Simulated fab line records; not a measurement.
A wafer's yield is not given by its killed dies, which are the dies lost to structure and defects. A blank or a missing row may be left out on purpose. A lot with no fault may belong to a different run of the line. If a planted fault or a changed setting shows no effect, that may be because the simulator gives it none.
Struck lot and sound lot, side by side / flow sky130 / 35 steps out of a route of 708
Sound: wafers L752.1, L752.2, L752.6. Wafers struck: L739.1, L739.4, L739.6. The cause is named last.
For every step that has rows: the tool of each side, followed by ch and its chambers, followed by its first start. Under that, the readings that differ: sound wafers / struck wafers / difference of the means / sigmas: that difference in standard deviations of wafers without a fault.
alike: readings with means less than 2 such deviations apart, plus words and numbers identical on both sides. not compared: withheld readings, readings lacking a value on some wafer, bounds such as >300 that could conceal the same value, and numbers that have no deviation in the record and whose values overlap.
The two part at a step that has a row with sigmas, a row that says differs or no value, or rows on one side only. Numbers that don't overlap but have no deviation are shown without sigmas and don't part them. A reading that every wafer of one side lacks parts them only if that side has two wafers or more.

SKY_SD_P_CD_MEAS_07: target cd 380 nm.
  sound: cd-sem-02 at day 31 10:43; struck: cd-sem-01 at day 27 11:04
  alike: cd-nm
SKY_SD_P_OVL_MEAS_08:
  sound: overlay-02 at day 31 10:50; struck: overlay-01 at day 27 11:11
reading=SD_P_OVL (nm); sound=-1.9 -1.2 -1.4; struck=1.0 2.9 1.0; difference=+3.1; sigmas=+2
following that, these wafers have no rows for 1 step: SKY_SD_P_IMPLANT_09.
SKY_SD_P_STRIP_10: strips in O2/N2.
  sound on plasma-asher-03 ch 0,1, day 31 11:02; struck on plasma-asher-03 ch 0, day 27 11:23
  alike: chamber-pressure-mTorr, drypump-motor-current-A, oes-product-au, strip-time-to-endpoint-s
  not compared: rf-hours-counter-h
SKY_SD_P_TW_MEAS_11:
  sound: film-metro-02 at day 31 11:08; struck: film-metro-03 at day 27 11:29
reading=SD_P_TW; sound=2810 2808 2817; struck=2852 2851 2844; difference=+37; sigmas=+2
then, 7 steps without rows for these wafers: SKY_RES_XHIGH_DEHYDRATE_00 (time 60 s); SKY_RES_XHIGH_HMDS_01 (prime time 60 s); SKY_RES_XHIGH_COAT_02 (resist thk 1140 nm); SKY_RES_XHIGH_SOFTBAKE_03 (time 60 s); SKY_RES_XHIGH_EXPOSE_04 (exposes mask URPM, target cd 1270 nm); SKY_RES_XHIGH_PEB_05; SKY_RES_XHIGH_DEVELOP_06 (develop time 60 s).
SKY_RES_XHIGH_IMPLANT_07:
  sound on implanter-04 ch 0, day 32 13:38; struck on implanter-02 ch 0, day 28 14:19
reading=dose-ions-cm2; sound=3.6e+14 3.6e+14 3.605e+14; struck=3.959e+14 3.964e+14 3.967e+14; difference=+3.617e+13; sigmas=+99 or more
SKY_RES_XHIGH_STRIP_08: strips in O2/N2.
  sound on plasma-asher-03 ch 0,1, day 32 13:47; struck on plasma-asher-03 ch 0,1, day 28 14:28
reading=strip-time-to-endpoint-s (s); sound=14.23 14.25 14.30; struck=14.36 14.35 14.36; difference=+0.10; sigmas=+2
  alike: chamber-pressure-mTorr, drypump-motor-current-A, oes-product-au
  not compared: rf-hours-counter-h
SKY_RES_XHIGH_TW_MEAS_09:
  sound: film-metro-03 at day 32 13:53; struck: film-metro-03 at day 28 14:34
reading=RES_XHIGH_TW; sound=1649 1651 1659; struck=1689 1702 1701; difference=+44; sigmas=+5
then, 7 steps without rows for these wafers: SKY_SD_N_DEHYDRATE_00 (time 60 s); SKY_SD_N_HMDS_01 (prime time 60 s); SKY_SD_N_COAT_02 (resist thk 1140 nm); SKY_SD_N_SOFTBAKE_03 (time 60 s); SKY_SD_N_EXPOSE_04 (exposes mask NSDM, target cd 380 nm); SKY_SD_N_PEB_05; SKY_SD_N_DEVELOP_06 (develop time 60 s).
SKY_SD_N_CD_MEAS_07: target cd 380 nm.
  sound: cd-sem-02 at day 33 15:31; struck: cd-sem-02 at day 29 18:34
  alike: cd-nm
SKY_SD_N_OVL_MEAS_08:
  sound: overlay-02 at day 33 15:38; struck: overlay-02 at day 29 18:41
  alike: SD_N_OVL
then, 2 steps without rows for these wafers: SKY_SD_N_IMPLANT_09; SKY_SD_N_IMPLANT_10.
SKY_SD_N_STRIP_11: strips in O2/N2.
  sound on plasma-asher-02 ch 0,1, day 33 15:58; struck on plasma-asher-01 ch 0,1, day 29 19:01
  alike: chamber-pressure-mTorr, drypump-motor-current-A, oes-product-au, strip-time-to-endpoint-s
  not compared: rf-hours-counter-h
SKY_SD_N_TW_MEAS_12:
  sound: film-metro-01 at day 33 16:04; struck: film-metro-01 at day 29 19:07
  alike: SD_N_TW
then, 1 step without rows for these wafers: SKY_SD_N_CLEAN_13 (cleans in SC1/SC2, time 150 s).
SKY_SD_N_RTA_14: time 2 s.
  sound on rtp-anneal-01 ch 0, day 33 16:11; struck on rtp-anneal-02 ch 0, day 29 19:14
  alike: lamp-power-pct, wafer_temp_C_max
SKY_SD_N_RS_MEAS_16: uses a four-point probe to measure.
  sound: film-metro-03 at day 33 16:21; struck: film-metro-02 at day 29 19:24
  alike: SD_N_RS
SKY_SD_N_RS_MEAS_17: uses a four-point probe to measure.
  sound: film-metro-03 at day 33 16:28; struck: film-metro-02 at day 29 19:31
reading=SD_P_RS (ohm/sq); sound=147.3 147.8 147.3; struck=146.6 147.1 146.4; difference=-0.8; sigmas=-2
SKY_SD_N_RS_MEAS_18: uses a four-point probe to measure.
  sound: film-metro-03 at day 33 16:35; struck: film-metro-02 at day 29 19:38
reading=RES_XHIGH_RS (ohm/sq); sound=333.0 333.6 333.8; struck=306.9 307.8 306.9; difference=-26.3; sigmas=-27
then, 1 step without rows for these wafers: SKY_SALICIDE_CLEAN_00 (cleans in HF-last, time 30 s).
-- the record jumps here: 17 days lie between the struck wafers' starts before and after (it left off in module SALICIDE and takes up again in module PAD_OPEN, whose first step shown is number 708 of the route) --
SKY_PAD_OPEN_PROBE_99:
  sound: prober-02 at day 49 19:02; struck: prober-01 at day 46 23:48
reading=model.etest.res-xhigh-po.line-ohm-um; sound=5706 5884 5548; struck=4913 4934 4712; difference=-860; sigmas=
reading=model.etest.res-xhigh-po.rs-ohm-sq; sound=2041 2039 1955; struck=1732 1750 1648; difference=-302; sigmas=
  alike: killed_at_M0_to_M3, killed_at_M4_up, killed-at-contacts, killed-at-front-end, killed-at-other, killed-dies, killed-open, killed-short

== WHERE THEY PART ==
First at SKY_SD_P_OVL_MEAS_08; last, within this record, at SKY_SD_N_RS_MEAS_18. Later steps at which nothing parts them and some readings are alike: SKY_PAD_OPEN_PROBE_99.

WHY: what the simulator had put in
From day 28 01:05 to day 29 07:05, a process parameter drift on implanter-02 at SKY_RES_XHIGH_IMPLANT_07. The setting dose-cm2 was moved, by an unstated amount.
